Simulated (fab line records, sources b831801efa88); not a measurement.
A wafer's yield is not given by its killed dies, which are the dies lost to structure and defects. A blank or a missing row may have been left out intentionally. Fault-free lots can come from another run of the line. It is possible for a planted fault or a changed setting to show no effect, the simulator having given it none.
fab line records ; flow sky130
[record] lots = 13; wafers = 39; lastDay = 49
route steps=708 shown CONTACT@430 METAL1@449 VIA1@460 PAD_OPEN@708
lots with no fault: from the same line, run without faults
startH: hours from the record's first day to the start of the lot's first wafer shown ; waitH: hours elapsed since this lot's preceding step ; " identical to the entry in the row above ; L1.1+2: a single row standing in for several wafers ; - no value present, or no start provided ; * or withheld: withheld ; < > ~ a bound
route shown NAME@n: a module of which the file shows steps, and the number in the route of the first ; usual: the fault-free wafers' mean and standard deviation ; same: alike in all rows ; chamber/n: place in a boat ; sites: each site's reading ; _std_site: the standard deviation of these ; _edge_site: mean of outer sites minus mean of inner sites ; radiusMm: how far each site lies from the wafer's centre ; mask NAME#n: copy n ; behind: the last tool/chamber to shape the wafer ; hold: why the lot was held/for how many hours/how that ended ; device: names the non-switching transistor (n, p or np) ; end of line: the route-end tests of the same wafers ; a step given without rows: its recipe and nothing more ; killed: dies that structure and defects cost at the first sort, which is not the same as the wafer's yield ; map: shows each die of a wafer: x if killed, . if not, _ if none is there
set.NAME: the run value of the setting; set.NAME@STEP: its run value at that earlier step ; model.NAME: the simulator's own value behind a step, which no gauge read
a sample of lots followed through the steps of the route, with each step as a table and each wafer as a row
services: the hour from which a tool's chamber was out of use, counted from the record's first day as startH (under 0 if before that day), plus the number of hours and why
[[steps]]
[step SKY_CONTACT_CVD_24]
[recipe] material = W; targetThkNm = 340; timeS = 102.12; tempC = 400; pressureTorr = 40
[usual] heaterPowerW = 933/93
lot.wafer;tool;chamber;startH;waitH;heaterPowerW
L924.3;cvdW-01;1;727.08;0.1;821
L924.5;cvdW-01;1;727.08;0.1;825
L924.6;cvdW-01;0;727.08;0.1;948
L923.1;cvdW-02;1;728.47;0.0;1056
L923.2;cvdW-02;0;728.47;0.0;871
L923.5;cvdW-02;1;728.47;0.0;1075
L925.1;cvdW-02;1;748.33;0.0;1058
L925.3;cvdW-02;1;748.33;0.0;1059
L925.4;cvdW-02;0;748.33;0.0;879
L926.2;cvdW-02;0;751.78;0.0;872
L926.4;cvdW-02;0;751.78;0.0;875
L926.6;cvdW-02;1;751.78;0.0;1050
L927.2;cvdW-02;1;768.69;0.0;1038
L927.3;cvdW-02;0;768.69;0.0;852
L927.4;cvdW-02;1;768.69;0.0;1062
L928.4;cvdW-02;1;791.64;0.1;1081
L928.5;cvdW-02;1;791.64;0.1;1040
L928.6;cvdW-02;0;791.64;0.1;868
L930.2;cvdW-02;0;797.09;0.0;878
L930.3;cvdW-02;1;797.09;0.0;1069
L930.5;cvdW-02;0;797.09;0.0;842
L934.3;cvdW-01;0;827.27;0.1;955
L934.4;cvdW-01;1;827.27;0.1;825
L934.6;cvdW-01;1;827.27;0.1;825
L937.1;cvdW-01;1;849.06;0.0;824
L937.3;cvdW-01;1;849.06;0.0;806
L937.6;cvdW-01;0;849.06;0.0;952
L938.4;cvdW-02;0;851.57;0.1;867
L938.5;cvdW-02;0;851.57;0.1;861
L938.6;cvdW-02;1;851.57;0.1;1070
L941.4;cvdW-01;1;867.62;0.1;817
L941.5;cvdW-01;1;867.62;0.1;812
L941.6;cvdW-01;0;867.62;0.1;930
L942.3;cvdW-02;1;880.43;0.1;1056
L942.5;cvdW-02;0;880.43;0.1;868
L942.6;cvdW-02;1;880.43;0.1;1073
L945.1;cvdW-01;0;894.43;0.0;963
L945.2;cvdW-01;1;894.43;0.0;816
L945.4;cvdW-01;0;894.43;0.0;961
[step SKY_METAL1_CD_MEAS_15]
[recipe] targetCdNm = 140
[usual] cdNm = 140.3/1.5
lot.wafer;tool;chamber;startH;waitH;cdNm
L924.3;cdSem-02;-;755.83;-;140.9
L924.5;cdSem-02;-;755.83;-;141.7
L924.6;cdSem-02;-;755.83;-;141.5
L923.1;cdSem-01;-;756.44;-;140.5
L923.2;cdSem-01;-;756.44;-;138.8
L923.5;cdSem-01;-;756.44;-;139.9
L925.1;cdSem-01;-;776.49;-;139.5
L925.3;cdSem-01;-;776.49;-;140.9
L925.4;cdSem-01;-;776.49;-;139.1
L926.2;cdSem-02;-;778.96;-;139.5
L926.4;cdSem-02;-;778.96;-;139.4
L926.6;cdSem-02;-;778.96;-;141.4
L927.2;cdSem-02;-;795.81;-;140.5
L927.3;cdSem-02;-;795.81;-;140.1
L927.4;cdSem-02;-;795.81;-;140.1
L928.4;cdSem-02;-;818.05;-;139.8
L928.5;cdSem-02;-;818.05;-;141.7
L928.6;cdSem-02;-;818.05;-;138.7
L930.2;cdSem-01;-;825.51;-;139.3
L930.3;cdSem-01;-;825.51;-;140.1
L930.5;cdSem-01;-;825.51;-;138.7
L934.3;cdSem-01;-;853.68;-;140.0
L934.4;cdSem-01;-;853.68;-;140.2
L934.6;cdSem-01;-;853.68;-;140.1
L937.1;cdSem-01;-;875.72;-;138.1
L937.3;cdSem-01;-;875.72;-;137.9
L937.6;cdSem-01;-;875.72;-;138.1
L938.4;cdSem-01;-;878.26;-;140.4
L938.5;cdSem-01;-;878.26;-;141.0
L938.6;cdSem-01;-;878.26;-;140.0
L941.4;cdSem-01;-;894.45;-;139.1
L941.5;cdSem-01;-;894.45;-;139.5
L941.6;cdSem-01;-;894.45;-;137.4
L942.3;cdSem-02;-;905.86;-;139.0
L942.5;cdSem-02;-;905.86;-;140.1
L942.6;cdSem-02;-;905.86;-;139.5
L945.1;cdSem-02;-;919.57;-;141.1
L945.2;cdSem-02;-;919.57;-;142.3
L945.4;cdSem-02;-;919.57;-;141.9
[step SKY_VIA1_CMP_02]
[recipe] material = SiO2; downForcePsi = 4; platenRpm = 60; padVelocityMS = 0.94248
[usual] motorCurrentA = 12.4/0.87
lot.wafer;tool;chamber;startH;waitH;motorCurrentA
L924.3;cmp-02;2;757.02;0.1;12.3
L924.5;cmp-02;1;757.02;0.1;12.4
L924.6;cmp-02;2;757.02;0.1;11.8
L923.1;cmp-02;3;758.06;0.1;13.4
L923.2;cmp-02;0;758.06;0.1;14.1
L923.5;cmp-02;0;758.06;0.1;13.2
L925.3;cmp-01;2;777.65;0.1;13.5
L925.4;cmp-01;3;777.65;0.1;10.4
L925.1;cmp-01;0;777.65;0.1;11.0
L926.2;cmp-02;3;780.10;0.1;12.8
L926.4;cmp-02;1;780.10;0.1;12.3
L926.6;cmp-02;2;780.10;0.1;11.9
L927.4;cmp-02;0;796.93;0.0;13.5
L927.2;cmp-02;1;796.93;0.0;12.3
L927.3;cmp-02;3;796.93;0.0;12.6
L928.4;cmp-02;3;819.15;0.1;12.7
L928.6;cmp-02;2;819.15;0.1;12.1
L928.5;cmp-02;3;819.15;0.1;13.0
L930.3;cmp-02;2;826.65;0.1;12.1
L930.2;cmp-02;3;826.65;0.1;12.6
L930.5;cmp-02;1;826.65;0.1;12.7
L934.4;cmp-02;3;854.75;0.0;13.4
L934.3;cmp-02;1;854.75;0.0;12.2
L934.6;cmp-02;0;854.75;0.0;12.7
L937.3;cmp-01;3;877.32;0.0;11.0
L937.1;cmp-01;1;877.32;0.0;12.9
L937.6;cmp-01;0;877.32;0.0;11.5
L938.4;cmp-02;3;879.59;0.2;12.6
L938.5;cmp-02;0;879.59;0.2;13.5
L938.6;cmp-02;1;879.59;0.2;12.3
L941.4;cmp-01;2;896.03;0.1;12.7
L941.5;cmp-01;0;896.03;0.1;11.4
L941.6;cmp-01;1;896.03;0.1;13.4
L942.3;cmp-02;3;907.17;0.2;12.4
L942.6;cmp-02;0;907.17;0.2;13.2
L942.5;cmp-02;1;907.17;0.2;12.2
L945.4;cmp-02;3;920.73;0.0;13.7
L945.1;cmp-02;0;920.73;0.0;13.0
L945.2;cmp-02;1;920.73;0.0;12.3
[step SKY_VIA1_CMP_24]
[recipe] stopOn = SiO2; tOverpolishS = 15; downForcePsi = 3.5; platenRpm = 60; targetThkNm = 0; padVelocityMS = 0.94248
[usual] motorCurrentA = 11.2/0.92; overpolishRunS = 15.000/0.0091; timeToEndpointS = 66/4.1
[same] tOverpolishS = 15
lot.wafer;tool;chamber;startH;waitH;motorCurrentA;overpolishRunS;timeToEndpointS
L924.3;cmp-01;2;784.36;0.1;11.7;14.989;65
L924.5;cmp-01;1;784.36;0.1;12.2;15.001;65
L924.6;cmp-01;2;784.36;0.1;11.0;14.996;62
L923.2;cmp-01;3;785.79;0.1;9.4;15.021;64
L923.1;cmp-01;0;785.79;0.1;10.0;15.005;67
L923.5;cmp-01;3;785.79;0.1;9.9;14.999;64
L925.1;cmp-01;2;803.76;0.1;11.5;14.985;64
L925.4;cmp-01;3;803.76;0.1;9.2;14.990;65
L925.3;cmp-01;0;803.76;0.1;10.1;15.015;69
L926.2;cmp-02;0;808.13;0.0;12.0;14.999;64
L926.4;cmp-02;2;808.13;0.0;11.1;14.990;68
L926.6;cmp-02;0;808.13;0.0;12.1;14.983;62
L927.3;cmp-02;0;825.96;0.0;12.2;14.998;61
L927.4;cmp-02;1;825.96;0.0;11.3;14.995;69
L927.2;cmp-02;2;825.96;0.0;11.2;14.999;71
L928.4;cmp-01;2;847.68;0.2;11.7;15.016;64
L928.5;cmp-01;3;847.68;0.2;9.7;15.007;67
L928.6;cmp-01;0;847.68;0.2;10.4;14.999;68
L930.3;cmp-02;3;853.91;0.1;11.5;15.005;68
L930.2;cmp-02;1;853.91;0.1;11.2;15.002;66
L930.5;cmp-02;3;853.91;0.1;11.7;14.989;64
L934.4;cmp-01;0;881.59;0.1;10.2;14.991;72
L934.3;cmp-01;2;881.59;0.1;11.9;15.011;67
L934.6;cmp-01;0;881.59;0.1;10.3;15.012;74
L937.3;cmp-02;3;904.57;0.1;11.6;0.039;106
L937.1;cmp-02;0;904.57;0.1;12.9;0.039;105
L937.6;cmp-02;2;904.57;0.1;11.6;0.037;105
L938.4;cmp-02;2;906.74;0.1;11.1;0.037;105
L938.6;cmp-02;0;906.74;0.1;12.5;0.045;105
L938.5;cmp-02;1;906.74;0.1;11.5;0.030;105
L941.4;cmp-01;0;922.19;0.1;10.1;14.996;66
L941.6;cmp-01;3;922.19;0.1;9.6;14.987;66
L941.5;cmp-01;0;922.19;0.1;10.2;14.992;67
L942.3;cmp-01;1;932.55;0.1;12.5;14.996;64
L942.5;cmp-01;3;932.55;0.1;9.6;15.002;60
L942.6;cmp-01;0;932.55;0.1;10.8;14.990;68
L945.4;cmp-01;1;946.21;0.0;12.5;14.992;66
L945.2;cmp-01;2;946.21;0.0;11.8;15.020;59
L945.1;cmp-01;0;946.21;0.0;10.1;15.022;66
[step SKY_PAD_OPEN_PROBE_99]
[usual] defectLimitedYield = 82.7/1.9; killed_at_M0_to_M3 = 43/6.8; killed_at_M4_up = 2.9/1.7; killedAtContacts = 24/5.4; killedAtFrontEnd = 15/4.8; killedAtOther = 0.3/0.57; killedDies = 85/9.4; killedOnRim = 16/4; killedOpen = 47/7.5; killedShort = 38/5.7; sort_bin_3_pad_short = 0.8/0.37; sort_bin_5_function = 10.2/1.5; sort_bin_6_memory = 6.2/1.1; sortNPass = 407/9.4; sortYieldPct = 82.7/1.9
[same] grossDies = 492; killedAtBackSide = 0; sort_bin_4_leakage[%] = 0; sort_bin_8_speed[%] = 0
lot.wafer;tool;chamber;startH;waitH;defectLimitedYield[%];killed_at_M0_to_M3;killed_at_M4_up;killedAtContacts;killedAtFrontEnd;killedAtOther;killedDies;killedOnRim;killedOpen;killedShort;sort_bin_3_pad_short[%];sort_bin_5_function[%];sort_bin_6_memory[%];sortNPass;sortYieldPct[%]
L924.3;prober-01;-;1065.39;0.2;84.3;42;4;21;10;0;77;12;46;31;0.8;6.9;7.9;415;84.3
L924.5;prober-01;-;1065.49;0.2;84.8;35;1;32;7;0;75;14;42;33;0.4;9.3;5.5;417;84.8
L924.6;prober-01;-;1065.54;0.2;85.0;38;0;19;17;0;74;13;49;25;0.2;10.6;4.3;418;85.0
L925.1;prober-01;-;1080.43;0.1;84.1;35;3;24;16;0;78;16;45;33;0.8;6.3;8.7;414;84.1
L925.3;prober-01;-;1080.53;0.2;82.7;42;4;26;11;2;85;22;44;41;1.0;10.4;5.9;407;82.7
L925.4;prober-01;-;1080.58;0.2;84.1;44;2;16;16;0;78;12;42;36;0.6;8.9;6.3;414;84.1
L937.1;prober-01;-;1154.72;0.1;0;451;4;22;14;1;492;96;56;35;82.3;10.6;7.1;0;0
L937.3;prober-01;-;1154.82;0.2;0;437;1;32;22;0;492;96;57;47;80.5;12.6;6.9;0;0
L937.6;prober-01;-;1154.97;0.2;0;457;1;23;10;1;492;96;46;33;84.6;8.5;6.9;0;0
L938.4;prober-02;-;1155.38;0.2;0;453;3;28;8;0;492;96;42;33;85.2;9.6;5.3;0;0
L938.5;prober-02;-;1155.43;0.2;0;451;3;28;9;1;492;96;36;43;84.6;9.6;5.9;0;0
L938.6;prober-02;-;1155.48;0.2;0;445;4;32;11;0;492;96;53;38;82.9;9.1;7.9;0;0
L942.3;prober-02;-;1173.32;0.2;88.6;31;1;19;5;0;56;11;29;27;0.6;6.7;4.1;436;88.6
L942.5;prober-02;-;1173.42;0.2;86.4;41;5;12;8;1;67;18;32;35;0.4;8.1;5.1;425;86.4
L942.6;prober-02;-;1173.47;0.2;84.8;37;4;23;10;1;75;15;43;32;0.6;9.8;4.9;417;84.8
// killed by level:class
L924.3 VIA1:geometricParticle:open=12 CONTACT:geometricParticle:open=8 VIA1:geometricParticle:short=6 VIA3:geometricParticle:open=6 FIELD_ISO:geometricParticle:open=5 LI_CONTACT:geometricParticle:open=5 LOCAL_INTERCONNECT:geometricParticle:short=4 METAL2:geometricParticle:short=4
L924.5 VIA3:geometricParticle:open=10 CONTACT:geometricParticle:open=9 LI_CONTACT:geometricParticle:open=6 LI_CONTACT:geometricParticle:short=6 VIA1:geometricParticle:open=6 LOCAL_INTERCONNECT:geometricParticle:short=5 METAL1:geometricParticle:short=5 CONTACT:geometricParticle:short=4
L924.6 VIA1:geometricParticle:open=18 POLY_GATE:geometricParticle:open=7 CONTACT:geometricParticle:open=6 LI_CONTACT:geometricParticle:open=5 CONTACT:geometricParticle:short=5 FIELD_ISO:geometricParticle:open=3 POLY_GATE:geometricParticle:short=3 METAL2:geometricParticle:short=3
L925.1 CONTACT:geometricParticle:open=11 VIA2:geometricParticle:open=8 VIA1:geometricParticle:open=6 FIELD_ISO:geometricParticle:short=5 POLY_GATE:geometricParticle:open=5 METAL1:geometricParticle:short=5 LI_CONTACT:geometricParticle:open=5 VIA3:geometricParticle:open=5
L925.3 LI_CONTACT:geometricParticle:open=10 CONTACT:geometricParticle:open=9 VIA2:geometricParticle:open=8 CONTACT:geometricParticle:short=6 METAL1:geometricParticle:short=6 VIA1:geometricParticle:open=5 METAL2:geometricParticle:short=5 FIELD_ISO:geometricParticle:short=4
L925.4 VIA2:geometricParticle:open=11 VIA1:geometricParticle:open=10 FIELD_ISO:geometricParticle:short=6 LI_CONTACT:geometricParticle:open=6 METAL2:geometricParticle:short=6 FIELD_ISO:geometricParticle:open=5 CONTACT:geometricParticle:open=4 VIA1:geometricParticle:short=4
L937.1 VIA1:areaCmp=401 VIA1:geometricParticle:open=18 VIA3:geometricParticle:open=9 CONTACT:geometricParticle:open=8 METAL2:geometricParticle:short=7 FIELD_ISO:geometricParticle:short=5 POLY_GATE:geometricParticle:short=4 LI_CONTACT:geometricParticle:open=4
L937.3 VIA1:areaCmp=388 VIA1:geometricParticle:open=12 LI_CONTACT:geometricParticle:open=9 VIA3:geometricParticle:open=8 FIELD_ISO:geometricParticle:open=6 FIELD_ISO:geometricParticle:short=6 CONTACT:geometricParticle:short=6 CONTACT:geometricParticle:open=6
L937.6 VIA1:areaCmp=413 VIA1:geometricParticle:open=13 CONTACT:geometricParticle:open=9 METAL1:geometricParticle:short=6 LI_CONTACT:geometricParticle:open=5 VIA1:geometricParticle:short=5 VIA2:geometricParticle:open=5 FIELD_ISO:geometricParticle:open=4
L938.4 VIA1:areaCmp=417 CONTACT:geometricParticle:open=11 VIA1:geometricParticle:open=7 METAL2:geometricParticle:short=6 LI_CONTACT:geometricParticle:open=5 LOCAL_INTERCONNECT:geometricParticle:short=5 METAL1:geometricParticle:short=5 VIA2:geometricParticle:open=5
L938.5 VIA1:areaCmp=413 CONTACT:geometricParticle:short=9 METAL2:geometricParticle:short=8 VIA3:geometricParticle:open=8 VIA1:geometricParticle:open=6 LI_CONTACT:geometricParticle:open=5 VIA2:geometricParticle:open=5 POLY_GATE:geometricParticle:short=4
L938.6 VIA1:areaCmp=401 LI_CONTACT:geometricParticle:open=10 VIA3:geometricParticle:open=9 CONTACT:geometricParticle:open=9 VIA1:geometricParticle:open=9 VIA2:geometricParticle:open=8 CONTACT:geometricParticle:short=6 FIELD_ISO:geometricParticle:short=4
L942.3 VIA1:geometricParticle:open=6 CONTACT:geometricParticle:open=6 VIA3:geometricParticle:open=6 LI_CONTACT:geometricParticle:short=4 LI_CONTACT:geometricParticle:open=4 CONTACT:geometricParticle:short=4 METAL1:geometricParticle:short=3 VIA1:geometricParticle:short=3
L942.5 VIA1:geometricParticle:open=14 METAL3:geometricParticle:short=5 METAL4:geometricParticle:short=5 LOCAL_INTERCONNECT:geometricParticle:short=4 CONTACT:geometricParticle:open=4 METAL1:geometricParticle:short=4 METAL2:geometricParticle:short=4 POLY_GATE:geometricParticle:open=3
L942.6 CONTACT:geometricParticle:open=12 VIA1:geometricParticle:open=9 VIA2:geometricParticle:open=7 VIA3:geometricParticle:open=6 LOCAL_INTERCONNECT:geometricParticle:short=5 LI_CONTACT:geometricParticle:open=4 VIA3:geometricParticle:short=4 METAL1:geometricParticle:short=4
[[services]]
tool;chamber;startH;hours;kind
cvdW-01;-;735.58;2.8;pm
cmp-01;-;744.00;4.0;pm
cvdW-01;-;746.84;2.1;repair
cmp-01;-;748.00;-;consumableReplace:conditioner
cmp-01;-;748.00;-;consumableReplace:pad
cmp-02;-;749.87;1.7;repair
cmp-02;-;766.93;6.4;repair
cmp-01;-;805.26;6.8;pm
cvdW-02;-;812.82;6.9;pm
cvdW-02;1;821.63;14.7;repair
cmp-01;-;828.17;2.6;repair
cmp-02;-;840.36;4.0;repair
cvdW-02;-;870.99;1.2;repair
cmp-02;-;883.09;3.8;pm
cvdW-02;-;904.00;14.0;pm
cvdW-02;0;904.00;14.0;ventCycle
cvdW-01;-;904.81;1.4;repair
cmp-02;-;908.97;5.1;repair
cvdW-01;-;909.97;0.6;repair
cmp-02;-;914.05;4.0;pm
cmp-02;-;918.05;-;consumableReplace:conditioner
cmp-02;-;918.05;-;consumableReplace:pad
cmp-01;-;933.05;8.1;pm
cvdW-01;0;938.88;2.7;repair
[[key]]
[firstSign] step = SKY_VIA1_CMP_24; reading = overpolishRunS; direction = down; sigmas = 99+; usual = 15.000; struck = 0.038
[effect] step = SKY_VIA1_CMP_24; reading = timeToEndpointS; direction = up; sigmas = 9.5; usual = *; struck = *
[effect] step = SKY_PAD_OPEN_PROBE_99; reading = sort_bin_3_pad_short; direction = up; sigmas = 99+; usual = 0.8; struck = 83.3
[moreKillsBornAt] SKY_VIA1_CMP_24@cmp-02 = 2433
metAt SKY_VIA1_CMP_24
struckLots L937,L938
laterRowsLeftOut L937.1,L937.3,L937.6,L938.4,L938.5,L938.6
notActingAt SKY_CONTACT_CVD_24,SKY_METAL1_CD_MEAS_15,SKY_VIA1_CMP_02
onsetBetween 853.91 904.57
[fault] kind = processParameterDrift; tool = cmp-02; chamber = -; onsetH = 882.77; steps = SKY_VIA1_CMP_24; channel = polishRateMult; offset = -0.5; shape = step; endH = 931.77
// laterRowsLeftOut: the simulator's readings of these wafers behind a module that went badly wrong aren't trusted and aren't shown, but for the sort
